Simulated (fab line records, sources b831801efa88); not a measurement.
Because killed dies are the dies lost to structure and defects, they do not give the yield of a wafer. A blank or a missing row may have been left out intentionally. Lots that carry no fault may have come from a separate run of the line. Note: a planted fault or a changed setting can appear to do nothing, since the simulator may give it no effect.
Lot-split experiment || flow sky130 || route with 708 steps; 5 lots, 23 wafers read

== ABOUT THE SPLIT ==
At SKY_LDD_HVP_COAT_02 (resist thk 300 nm), the setting spinRpm was moved away from the recipe's 3000 rpm on 8 of the 23 wafers read, by -3.1% to +7.1%. For the rest of the wafers, this setting stayed at what the recipe calls for.

The reading comes from the split's own step.

== THE READING ==
NOVOLAK_of_LDD_HVP_COAT_02.thkNm (the simulator's own value, which no gauge read), in nm, at SKY_LDD_HVP_COAT_02 (resist thk 300 nm). No usual value for it is given in the file. The 15 wafers here that ran the recipe average 300.3 nm, standard deviation 1 nm.

{"wafer": "L074.1", "tool, chamber at the split": "lithoTrack-02, 0", "spinRpm as run, rpm": 3000, "against the recipe": "recipe", "NOVOLAK_of_LDD_HVP_COAT_02.thkNm, nm": 300, "against lot-mates on the recipe": "-"}
{"wafer": "L074.4", "tool, chamber at the split": "lithoTrack-02, 0", "spinRpm as run, rpm": 3000, "against the recipe": "recipe", "NOVOLAK_of_LDD_HVP_COAT_02.thkNm, nm": 299.4, "against lot-mates on the recipe": "-"}
{"wafer": "L074.6", "tool, chamber at the split": "lithoTrack-02, 0", "spinRpm as run, rpm": 3000, "against the recipe": "recipe", "NOVOLAK_of_LDD_HVP_COAT_02.thkNm, nm": 299.6, "against lot-mates on the recipe": "-"}
{"wafer": "L077.1", "tool, chamber at the split": "lithoTrack-04, 0", "spinRpm as run, rpm": 2907, "against the recipe": "-3.1%", "NOVOLAK_of_LDD_HVP_COAT_02.thkNm, nm": 306.6, "against lot-mates on the recipe": "+4.5"}
{"wafer": "L077.2", "tool, chamber at the split": "lithoTrack-04, 0", "spinRpm as run, rpm": 2907, "against the recipe": "-3.1%", "NOVOLAK_of_LDD_HVP_COAT_02.thkNm, nm": 307.4, "against lot-mates on the recipe": "+5.3"}
{"wafer": "L077.3", "tool, chamber at the split": "lithoTrack-04, 0", "spinRpm as run, rpm": 2907, "against the recipe": "-3.1%", "NOVOLAK_of_LDD_HVP_COAT_02.thkNm, nm": 306.4, "against lot-mates on the recipe": "+4.3"}
{"wafer": "L077.4", "tool, chamber at the split": "lithoTrack-04, 0", "spinRpm as run, rpm": 3000, "against the recipe": "recipe", "NOVOLAK_of_LDD_HVP_COAT_02.thkNm, nm": 301.9, "against lot-mates on the recipe": "-"}
{"wafer": "L077.5", "tool, chamber at the split": "lithoTrack-04, 0", "spinRpm as run, rpm": 3000, "against the recipe": "recipe", "NOVOLAK_of_LDD_HVP_COAT_02.thkNm, nm": 302.3, "against lot-mates on the recipe": "-"}
{"wafer": "L081.1", "tool, chamber at the split": "lithoTrack-02, 0", "spinRpm as run, rpm": 3000, "against the recipe": "recipe", "NOVOLAK_of_LDD_HVP_COAT_02.thkNm, nm": 300.9, "against lot-mates on the recipe": "-"}
{"wafer": "L081.2", "tool, chamber at the split": "lithoTrack-02, 0", "spinRpm as run, rpm": 3000, "against the recipe": "recipe", "NOVOLAK_of_LDD_HVP_COAT_02.thkNm, nm": 301.4, "against lot-mates on the recipe": "-"}
{"wafer": "L081.4", "tool, chamber at the split": "lithoTrack-02, 0", "spinRpm as run, rpm": 3000, "against the recipe": "recipe", "NOVOLAK_of_LDD_HVP_COAT_02.thkNm, nm": 301.5, "against lot-mates on the recipe": "-"}
{"wafer": "L081.5", "tool, chamber at the split": "lithoTrack-02, 0", "spinRpm as run, rpm": 3000, "against the recipe": "recipe", "NOVOLAK_of_LDD_HVP_COAT_02.thkNm, nm": 299.4, "against lot-mates on the recipe": "-"}
{"wafer": "L081.6", "tool, chamber at the split": "lithoTrack-02, 0", "spinRpm as run, rpm": 3000, "against the recipe": "recipe", "NOVOLAK_of_LDD_HVP_COAT_02.thkNm, nm": 300.6, "against lot-mates on the recipe": "-"}
{"wafer": "L082.1", "tool, chamber at the split": "lithoTrack-02, 0", "spinRpm as run, rpm": 3127, "against the recipe": "+4.2%", "NOVOLAK_of_LDD_HVP_COAT_02.thkNm, nm": 292.5, "against lot-mates on the recipe": -6.9}
{"wafer": "L082.2", "tool, chamber at the split": "lithoTrack-02, 0", "spinRpm as run, rpm": 3000, "against the recipe": "recipe", "NOVOLAK_of_LDD_HVP_COAT_02.thkNm, nm": 299.4, "against lot-mates on the recipe": "-"}
{"wafer": "L082.6", "tool, chamber at the split": "lithoTrack-02, 0", "spinRpm as run, rpm": 3000, "against the recipe": "recipe", "NOVOLAK_of_LDD_HVP_COAT_02.thkNm, nm": 299.4, "against lot-mates on the recipe": "-"}
{"wafer": "L082.3", "tool, chamber at the split": "lithoTrack-02, 0", "spinRpm as run, rpm": 3127, "against the recipe": "+4.2%", "NOVOLAK_of_LDD_HVP_COAT_02.thkNm, nm": 292.8, "against lot-mates on the recipe": -6.6}
{"wafer": "L082.4", "tool, chamber at the split": "lithoTrack-02, 0", "spinRpm as run, rpm": 3127, "against the recipe": "+4.2%", "NOVOLAK_of_LDD_HVP_COAT_02.thkNm, nm": 293.1, "against lot-mates on the recipe": -6.3}
{"wafer": "L084.1", "tool, chamber at the split": "lithoTrack-03, 0", "spinRpm as run, rpm": 3000, "against the recipe": "recipe", "NOVOLAK_of_LDD_HVP_COAT_02.thkNm, nm": 299.5, "against lot-mates on the recipe": "-"}
{"wafer": "L084.3", "tool, chamber at the split": "lithoTrack-03, 0", "spinRpm as run, rpm": 3213, "against the recipe": "+7.1%", "NOVOLAK_of_LDD_HVP_COAT_02.thkNm, nm": 289.3, "against lot-mates on the recipe": -10.3}
{"wafer": "L084.4", "tool, chamber at the split": "lithoTrack-03, 0", "spinRpm as run, rpm": 3000, "against the recipe": "recipe", "NOVOLAK_of_LDD_HVP_COAT_02.thkNm, nm": 299.4, "against lot-mates on the recipe": "-"}
{"wafer": "L084.5", "tool, chamber at the split": "lithoTrack-03, 0", "spinRpm as run, rpm": 3000, "against the recipe": "recipe", "NOVOLAK_of_LDD_HVP_COAT_02.thkNm, nm": 300, "against lot-mates on the recipe": "-"}
{"wafer": "L084.6", "tool, chamber at the split": "lithoTrack-03, 0", "spinRpm as run, rpm": 3213, "against the recipe": "+7.1%", "NOVOLAK_of_LDD_HVP_COAT_02.thkNm, nm": 290.1, "against lot-mates on the recipe": -9.5}

THE FIT
A straight line over all 23 wafers: NOVOLAK_of_LDD_HVP_COAT_02.thkNm changes by -1.69 nm for each +1% of spinRpm; r = -0.98; the points scatter about the line by 1.1 nm.
The same after taking each lot's own level away (the mean of its wafers on the recipe; 23 wafers): -1.47 nm for each +1%; r = -0.99; scatter 0.51 nm.
According to that fit, moving spinRpm by its largest amount changes the reading by 10 nm.
The lots' own levels span 299.40 to 302.10 nm, that is 2.7 times the standard deviation above.
In other words, the slope is changed by the lot-to-lot level; the two fits disagree.
Check: for one of the wafers moved furthest among these (+7.1%), held out of the fit, the line's prediction against its lot-mates is -10.4 nm. Against them it came out at -10.3 nm.

== ADDITIONAL SPLITS CARRIED BY THESE WAFERS ==
Other splits were also applied to these wafers ahead of the reading. Each is held against what the fit with the lots' levels taken away leaves over:
{"other split on the same wafers": "SKY_LDD_P_COAT_02 resistThkNm", "wafers away from the commonest value": 10, "r with NOVOLAK_of_LDD_HVP_COAT_02.thkNm (lot level and that fit taken away)": -0.11}
{"other split on the same wafers": "SKY_LDD_P_DEVELOP_06 developTimeS", "wafers away from the commonest value": 8, "r with NOVOLAK_of_LDD_HVP_COAT_02.thkNm (lot level and that fit taken away)": -0.04}
{"other split on the same wafers": "SKY_LDD_HVN_IMPLANT_08 doseCm2", "wafers away from the commonest value": 7, "r with NOVOLAK_of_LDD_HVP_COAT_02.thkNm (lot level and that fit taken away)": "+0.04"}

== THE WHOLE CHAIN: every reading that the file lists as answering this split, in the file's order ==
{"step": "SKY_LDD_HVP_COAT_02", "what it does": "resist thk 300 nm", "reading": "NOVOLAK_of_LDD_HVP_COAT_02.thkNm (the simulator's own value, which no gauge read)", "change (the file's fit)": "-1.45 nm for each +1% of the setting", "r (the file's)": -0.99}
{"step": "SKY_LDD_HVP_STRIP_09", "what it does": "strips in O2/N2", "reading": "stripTimeToEndpointS", "change (the file's fit)": "withheld for each +1% of the setting", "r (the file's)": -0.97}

== FILE'S OWN FIT ==
NOVOLAK_of_LDD_HVP_COAT_02.thkNm changes by -1.45 nm for each +1% of spinRpm, r = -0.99.
